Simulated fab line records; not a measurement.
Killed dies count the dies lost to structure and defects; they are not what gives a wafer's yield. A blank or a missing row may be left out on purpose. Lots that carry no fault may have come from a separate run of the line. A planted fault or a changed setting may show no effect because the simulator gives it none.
Comparing a struck lot with a sound one    flow sky130    17 steps out of a route of 708
Sound: the wafers L898.2, L898.5, L898.6. Wafers struck: L892.3, L892.4, L892.5. At the end, the cause is stated.
Order at every step that has rows: each side's tool, ch and its chambers, its first start. Under that, the readings that differ: sound wafers    struck wafers    difference of the means    sigmas: that difference in standard deviations of wafers without a fault.
alike: a reading whose means differ by less than 2 such deviations, as well as words and numbers matching on both sides. not compared: withheld readings; readings where some wafer has no value; bounds like >300 that might hide an equal value; numbers whose values overlap and for which the record gives no deviation.
The two part at a step that has a row with sigmas, a row that says differs or no value, or rows on one side only. When numbers do not overlap yet have no deviation, they are printed without sigmas and do not part them. A reading missing from all wafers of one side parts the sides only when that side holds two or more wafers.

first, 2 steps without rows for these wafers: SKY_NWELL_IMPLANT_12; SKY_NWELL_IMPLANT_13.
SKY_NWELL_STRIP_14: strips in O2/N2.
  sound on plasma-asher-02 ch 0,1, day 8 06:19; struck on plasma-asher-04 ch 0,1, day 6 15:01
  alike: drypump-motor-current-A, oes-product-au, strip-time-to-endpoint-s
  not compared: rf-hours-counter-h
SKY_NWELL_TW_MEAS_15:
  struck on film-metro-03, day 6 15:05; sound on film-metro-01, day 8 06:26
  alike: NWELL_TW
then, 7 steps without rows for these wafers: SKY_NWELL_DEHYDRATE_16 (time 60 s); SKY_NWELL_HMDS_17 (prime time 60 s); SKY_NWELL_COAT_18 (resist thk 3000 nm); SKY_NWELL_SOFTBAKE_19; SKY_NWELL_EXPOSE_20 (exposes mask NWM COMPLEMENT, target cd 840 nm); SKY_NWELL_PEB_21; SKY_NWELL_DEVELOP_22 (develop time 60 s).
SKY_NWELL_OVL_MEAS_23:
  struck on overlay-02, day 7 10:54; sound on overlay-01, day 9 04:47
  alike: NWELL_01_OVL
SKY_NWELL_IMPLANT_24:
  sound on implanter-02 ch 0, day 9 04:50; struck on implanter-01 ch 0, day 7 10:58
reading             sound                          struck                            difference   sigmas
dose-ions-cm2       9.216e+12 9.213e+12 9.206e+12  5.5866e+13 5.5861e+13 5.5862e+13  +4.6651e+13  +99 or more
faraday-current-uA  52.1 50.4 51.2                 311.2 308.3 310.2                 +258.7       +99 or more
  alike: beam-energy-keV, beam-on-s
SKY_NWELL_STRIP_25: strips in O2/N2.
  sound on plasma-asher-04 ch 0,1, day 9 04:58; struck on plasma-asher-04 ch 0,1, day 7 11:07
  alike: drypump-motor-current-A, oes-product-au, strip-time-to-endpoint-s
  not compared: rf-hours-counter-h
SKY_NWELL_TW_MEAS_26:
  struck on film-metro-04, day 7 11:11; sound on film-metro-04, day 9 05:04
reading     sound        struck       difference  sigmas
NWELL_2_TW  502 501 501  896 892 892  +392        +56
then, 1 step without rows for these wafers: SKY_NWELL_CLEAN_27 (cleans in SC1/SC2, time 150 s).
-- the record jumps here: 41 days lie between the struck wafers' starts before and after (it left off in module NWELL and takes up again in module PAD_OPEN, whose first step shown is number 708 of the route) --
SKY_PAD_OPEN_PROBE_99:
  struck on prober-01, day 48 12:16; sound on prober-02, day 50 02:54
reading                                     sound                          struck                         difference  sigmas
killed-at-other                             2 1 1                          0 0 0                          -1          -3
killed-open                                 44 37 38                       40 58 64                       +14         +2
model.etest.pfet_16v.r-on-ohm-um            1.535e+04 1.566e+04 1.59e+04   8026 8062 7979                 -7614       
model.etest.nfet_16v.r-on-ohm-um            1.382e+04 1.394e+04 1.409e+04  2.059e+04 2.085e+04 2.038e+04  +6.657e+03  
model.etest.res-iso-pwell.rs-ohm-sq         3040 3261 3330                 851.6 798.9 816.8              -2387.9     
model.etest.res-pwell-under-gate.rs-ohm-sq  2321 2293 2304                 698.5 697.5 696.7              -1608.4     
model.etest.res-iso-pwell.line-ohm-um       1142 1230 1270                 309.4 285.8 292.3              -918.2      
model.etest.tip_n_5v.rs-ohm-sq              1384 1380 1379                 1730 1716 1730                 +344        
model.etest.res-nwell.line-ohm-um           1230 1288 1301                 1446 1380 1393                 +133        
model.etest.tip-sonos.rs-ohm-sq             2598 2584 2587                 2837 2918 2901                 +296        
  alike: killed_at_M0_to_M3, killed_at_M4_up, killed-at-contacts, killed-at-front-end, killed-dies, killed-short

## WHERE THEY PART
Last at SKY_PAD_OPEN_PROBE_99 as far as this record goes, first at SKY_NWELL_IMPLANT_24.

WHY: what had been put in by the simulator
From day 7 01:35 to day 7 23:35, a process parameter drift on implanter-01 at SKY_NWELL_IMPLANT_24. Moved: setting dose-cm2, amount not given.
